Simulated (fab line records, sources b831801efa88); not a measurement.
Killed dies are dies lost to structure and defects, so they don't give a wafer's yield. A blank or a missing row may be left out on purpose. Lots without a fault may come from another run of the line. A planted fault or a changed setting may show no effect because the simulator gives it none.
Which tool did it? | flow sky130 | 13 lots, 39 wafers sampled, at 5 steps of a route of 708

WHAT THE GAUGES READ, wafer by wafer
The record holds no reading of a measuring or inspecting step that can be judged against a usual standard deviation.

WHICH TOOL RAN EACH LOT (tool, then ch and the chambers of the sampled wafers, then the start)
lot  | SKY_VT_ADJUST_LVTN_STRIP_20          | SKY_METAL3_SPUTTER_03        | SKY_VIA3_CMP_24               | SKY_METAL4_SPUTTER_03        | SKY_PAD_OPEN_PROBE_99
L405 | plasma_asher-03 ch 0,1, day 7 17:09  | pvd_sputter-03, day 36 03:49 | cmp-01 ch 0,2, day 39 12:49   | pvd_sputter-03, day 39 13:13 | -
L406 | plasma_asher-03 ch 0,1, day 8 00:20  | pvd_sputter-04, day 36 19:59 | cmp-01 ch 0,3, day 40 03:14   | pvd_sputter-02, day 40 03:37 | -
L407 | plasma_asher-03 ch 0,1, day 8 05:35  | pvd_sputter-04, day 36 23:40 | cmp-01 ch 1,2,3, day 40 07:44 | pvd_sputter-03, day 40 08:08 | -
L408 | plasma_asher-03 ch 0,1, day 8 11:47  | pvd_sputter-04, day 37 05:25 | cmp-02 ch 0,1, day 40 13:11   | pvd_sputter-03, day 40 13:34 | -
L409 | plasma_asher-01 ch 0,1, day 8 23:33  | pvd_sputter-01, day 37 13:08 | cmp-01 ch 0,1,3, day 40 19:28 | pvd_sputter-04, day 40 19:50 | -
L410 | plasma_asher-04 ch 0,1, day 9 01:41  | pvd_sputter-04, day 38 01:07 | cmp-01 ch 0,2,3, day 41 06:49 | pvd_sputter-03, day 41 07:12 | -
L411 | plasma_asher-03 ch 0,1, day 9 08:11  | pvd_sputter-04, day 38 04:26 | cmp-02 ch 0,1, day 41 10:24   | pvd_sputter-04, day 41 10:47 | -
L413 | plasma_asher-04 ch 0,1, day 10 00:38 | pvd_sputter-01, day 39 01:55 | cmp-01 ch 0,1,3, day 42 06:53 | pvd_sputter-03, day 42 07:07 | -
L415 | plasma_asher-03 ch 0,1, day 10 12:39 | pvd_sputter-01, day 39 14:23 | cmp-01 ch 2,3, day 42 18:50   | pvd_sputter-03, day 42 19:14 | -
L416 | plasma_asher-04 ch 0,1, day 10 21:38 | pvd_sputter-04, day 40 01:46 | cmp-02 ch 0,2,3, day 43 05:13 | pvd_sputter-04, day 43 05:30 | -
L426 | plasma_asher-03 ch 0,1, day 14 21:05 | pvd_sputter-01, day 43 22:14 | cmp-02 ch 0,1,3, day 46 19:14 | pvd_sputter-03, day 46 19:31 | prober-01, day 51 09:21
L428 | plasma_asher-01 ch 0,1, day 14 21:45 | pvd_sputter-03, day 43 15:50 | cmp-01 ch 1,3, day 46 11:56   | pvd_sputter-02, day 46 12:19 | -
L427 | plasma_asher-03 ch 0,1, day 14 21:50 | pvd_sputter-04, day 43 17:34 | cmp-02 ch 1,3, day 46 14:07   | pvd_sputter-02, day 46 14:31 | prober-01, day 51 05:06
- SKY_VT_ADJUST_LVTN_STRIP_20: strips in O2/N2.
- SKY_METAL3_SPUTTER_03: material Ti, target thk 5 nm, time 3.3 s.
- SKY_VIA3_CMP_24: polishes, stops on SiO2, t overpolish 20 s, target thk 0 nm.
- SKY_METAL4_SPUTTER_03: material Ti, target thk 5 nm, time 3.3 s.
- SKY_PAD_OPEN_PROBE_99

WHAT THE TOOLS THEMSELVES READ (means of the sampled wafers that have a number; where no wafer has one, the mark that the record gives instead)
SKY_VT_ADJUST_LVTN_STRIP_20.
lot  | tool            | drypump_motor_current_A (A) | oes_product_au (a.u.) | strip_time_to_endpoint_s (s)
L405 | plasma_asher-03 | 5.84                        | 0.714                 | 14.17
L406 | plasma_asher-03 | 5.94                        | 0.714                 | 14.16
L407 | plasma_asher-03 | 5.95                        | 0.718                 | 14.18
L408 | plasma_asher-03 | 5.81                        | 0.713                 | 14.21
L409 | plasma_asher-01 | 5.44                        | 0.710                 | 14.15
L410 | plasma_asher-04 | 5.81                        | 0.719                 | 14.14
L411 | plasma_asher-03 | 5.81                        | 0.715                 | 14.16
L413 | plasma_asher-04 | 5.78                        | 0.716                 | 14.17
L415 | plasma_asher-03 | 5.81                        | 0.713                 | 14.22
L416 | plasma_asher-04 | 5.65                        | 0.721                 | 14.12
L426 | plasma_asher-03 | 5.97                        | 0.714                 | 14.12
L428 | plasma_asher-01 | 5.45                        | 0.710                 | 14.20
L427 | plasma_asher-03 | 5.81                        | 0.714                 | 14.15

SKY_METAL3_SPUTTER_03.
lot  | tool           | throttle_valve_pct (%)
L405 | pvd_sputter-03 | 30.3
L406 | pvd_sputter-04 | 30.5
L407 | pvd_sputter-04 | 29.8
L408 | pvd_sputter-04 | 30.7
L409 | pvd_sputter-01 | 28.2
L410 | pvd_sputter-04 | 30.1
L411 | pvd_sputter-04 | 30.7
L413 | pvd_sputter-01 | 29.7
L415 | pvd_sputter-01 | 29.7
L416 | pvd_sputter-04 | 30.7
L426 | pvd_sputter-01 | 29.1
L428 | pvd_sputter-03 | 29.2
L427 | pvd_sputter-04 | 29.1

SKY_VIA3_CMP_24.
lot  | tool   | motor_current_A (A) | overpolish_run_s (s) | time_to_endpoint_s (s)
L405 | cmp-01 | 11.5                | 19.992               | 97
L406 | cmp-01 | 12.3                | 20.003               | 97
L407 | cmp-01 | 10.6                | 20.000               | 91
L408 | cmp-02 | 10.9                | 20.002               | 99
L409 | cmp-01 | 11.7                | 19.996               | 90
L410 | cmp-01 | 10.9                | 19.997               | 94
L411 | cmp-02 | 10.5                | 19.997               | 95
L413 | cmp-01 | 11.6                | 20.002               | 92
L415 | cmp-01 | 9.5                 | 20.001               | 99
L416 | cmp-02 | 10.8                | 19.996               | 87
L426 | cmp-02 | 10.5                | 20.009               | 90
L428 | cmp-01 | 10.8                | 19.996               | 88
L427 | cmp-02 | 10.2                | 20.005               | 91

SKY_METAL4_SPUTTER_03.
lot  | tool           | throttle_valve_pct (%)
L405 | pvd_sputter-03 | 30.3
L406 | pvd_sputter-02 | 29.8
L407 | pvd_sputter-03 | 29.9
L408 | pvd_sputter-03 | 29.7
L409 | pvd_sputter-04 | 30.1
L410 | pvd_sputter-03 | 29.5
L411 | pvd_sputter-04 | 29.0
L413 | pvd_sputter-03 | 29.8
L415 | pvd_sputter-03 | 29.9
L416 | pvd_sputter-04 | 29.0
L426 | pvd_sputter-03 | 30.0
L428 | pvd_sputter-02 | 29.8
L427 | pvd_sputter-02 | 29.4

SKY_PAD_OPEN_PROBE_99.
lot  | tool      | killed_at_M0_to_M3 | killed_at_M4_up | killed_at_contacts | killed_at_front_end | killed_at_other | killed_dies | killed_open | killed_short
L426 | prober-01 | 43                 | 3.0             | 20                 | 30                  | 0.0             | 96          | 44          | 35
L427 | prober-01 | 47                 | 3.7             | 26                 | 44                  | 0.3             | 122         | 48          | 44

THE ANSWER, worked out from the rows above alone
Rule: what is usual is taken from the lots themselves. Put in order of their means at a reading, lots are off if they are a third of the lots or fewer, leave a main group of 4 or more, and stand apart from it by a gap of 3 or more times the standard deviation of the main group's means; of several such gaps the widest counts. A main group whose means are all the same, to the digits that the tables above print for the reading, isn't used. A lot without any number at a reading at which 4 lots or more have one is off too. The other lots that the step has rows for count as sound. The gauges are gone through in route order, then the tools' own readings, and for those a lot's mean is taken as printed above. The first step at which some lot is off is used, and at that step the reading that is off furthest; a lot without a number counts as furthest.
No lot is off at any reading shown: from this, nothing can be told.

WHAT THE SIMULATOR HAD PUT IN
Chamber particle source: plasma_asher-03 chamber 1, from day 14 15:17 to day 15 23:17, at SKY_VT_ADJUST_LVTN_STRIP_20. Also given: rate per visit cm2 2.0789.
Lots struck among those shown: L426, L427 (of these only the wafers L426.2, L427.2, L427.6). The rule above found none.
